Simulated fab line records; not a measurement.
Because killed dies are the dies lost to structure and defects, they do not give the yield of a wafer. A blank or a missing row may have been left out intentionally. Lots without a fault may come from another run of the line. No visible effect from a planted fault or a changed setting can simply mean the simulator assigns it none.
A struck lot beside a sound one / flow sky130 / 15 out of 708 route steps
Sound: these wafers, L225.1, L225.2, L225.5. Struck: wafer L235.4 (L235.1, L235.3, from the same lot, were not struck and are left out); the cause is given at the end.
Per side, at each step with rows, come the tool, then ch with its chambers, and then its first start. Under that, the readings that differ: sound wafers / struck wafers / difference of the means / sigmas: that difference in standard deviations of wafers without a fault.
alike: words and numbers the same on both sides, and readings whose means are apart by under 2 such deviations; not compared: readings that were withheld, readings missing a value for some wafer, numbers with overlapping values and no deviation given by the record, and bounds like >300 which may hide the same value.
Wherever a step has rows on one side only, a row that says differs or no value, or a row with sigmas, the two part there. Numbers that have no deviation but don't overlap get no sigmas and don't part them. A reading missing from all wafers of one side parts the sides only when that side holds two or more wafers.

SKY_VIA3_CD_MEAS_12 targets a cd of 200 nm.
  sound: cd_sem-02 at day 40 05:11; struck: cd_sem-01 at day 42 22:05
  alike: cd_nm
SKY_VIA3_OVL_MEAS_13:
  sound: overlay-01 at day 40 05:19; struck: overlay-02 at day 42 22:13
  alike: VIA3_OVL
SKY_VIA3_ETCH_14: etches BARC in N2/H2, stops on SiO2, time 45.9 s, target depth 60 nm.
  sound on rie_diel-02 ch 0,1,3, day 40 05:20; struck on rie_diel-03 ch 1, day 42 22:14
reading=oes_product_au (a.u.); sound=0.856 0.859 0.851; struck=0.843; difference=-0.012; sigmas=-2
  alike: drypump_motor_current_A, throttle_valve_pct
  not compared: rf_hours_counter_h
then, 1 step without rows for these wafers: SKY_VIA3_ETCH_15 (etches SiO2 in C4F8/O2/Ar, stops on TiN, target depth 507 nm, time 78 s).
SKY_VIA3_STRIP_16: strips in O2/N2.
  sound on plasma_asher-02 ch 0,1, day 40 05:27; struck on plasma_asher-04 ch 1, day 42 22:21
  alike: drypump_motor_current_A, oes_product_au, strip_time_to_endpoint_s
  not compared: rf_hours_counter_h
then, 3 steps without rows for these wafers: SKY_VIA3_STRIP_17 (strips in post etch residue remover, time 1200 s); SKY_VIA3_CLEAN_18 (cleans in IPA, time 180 s); SKY_VIA3_CLEAN_19 (cleans in O3/DIW).
SKY_VIA3_SPUTTER_20: material TiN, target thk 20 nm, time 80 s.
  sound: pvd_sputter-01 at day 40 06:02; struck: pvd_sputter-04 at day 42 23:17
  alike: throttle_valve_pct
SKY_VIA3_CVD_21: deposits W, target thk 390 nm, time 117.31 s.
  sound on cvd_w-02 ch 0,1, day 40 06:06; struck on cvd_w-02 ch 0, day 42 23:21
  alike: heater_power_w
SKY_VIA3_RS_MEAS_22: a four-point-probe measurement.
  sound: film_metro-01 at day 40 06:13; struck: film_metro-02 at day 42 23:28
reading=VIA3_W_RS (ohm/sq); sound=0.308 0.295 0.295; struck=0.291; difference=-0.008; sigmas=-2
SKY_VIA3_THK_MEAS_23: measures by xrf.
  sound: film_metro-01 at day 40 06:20; struck: film_metro-02 at day 42 23:35
reading=VIA3_W_THK (nm); sound=375 393 392; struck=399; difference=+12; sigmas=+2
SKY_VIA3_CMP_24: polishes, stops on SiO2, t overpolish 20 s, target thk 0 nm.
  sound on cmp-02 ch 0,2,3, day 40 06:40; struck on cmp-01 ch 1, day 42 23:39
reading=motor_current_A (A); sound=10.2 9.9 12.0; struck=13.8; difference=+3.1; sigmas=+2
reading=overpolish_run_s (s); sound=20.002 20.004 19.999; struck=22.128; difference=+2.126; sigmas=+99 or more
reading=t_overpolish_s (s); sound=20 20 20; struck=22.124; difference=+2.124; sigmas=
  alike: time_to_endpoint_s
SKY_METAL4_SPUTTER_00: material Ti, target thk 15 nm, time 10 s.
  sound: pvd_sputter-03 at day 40 06:52; struck: pvd_sputter-02 at day 42 23:57
  alike: throttle_valve_pct
-- the record jumps here: 6 days lie between the struck wafers' starts before and after (it left off in module METAL4 and takes up again in module PAD_OPEN, whose first step shown is number 708 of the route) --
SKY_PAD_OPEN_PROBE_99:
  sound: prober-01 at day 46 07:16; struck: prober-01 at day 48 12:05
reading=sort_bin_5_function (%); sound=8.1 8.9 6.9; struck=11.2; difference=+3.2; sigmas=+2
  alike: defect_limited_yield, killed_at_M0_to_M3, killed_at_M4_up, killed_at_contacts, killed_at_front_end, killed_at_other, killed_dies, killed_open, killed_short, sort_bin_3_pad_short, sort_bin_6_memory, sort_n_pass, sort_yield_pct

WHERE THEY PART
Earliest at SKY_VIA3_ETCH_14; latest, in this record, at SKY_PAD_OPEN_PROBE_99.

WHY: whatever the simulator had introduced
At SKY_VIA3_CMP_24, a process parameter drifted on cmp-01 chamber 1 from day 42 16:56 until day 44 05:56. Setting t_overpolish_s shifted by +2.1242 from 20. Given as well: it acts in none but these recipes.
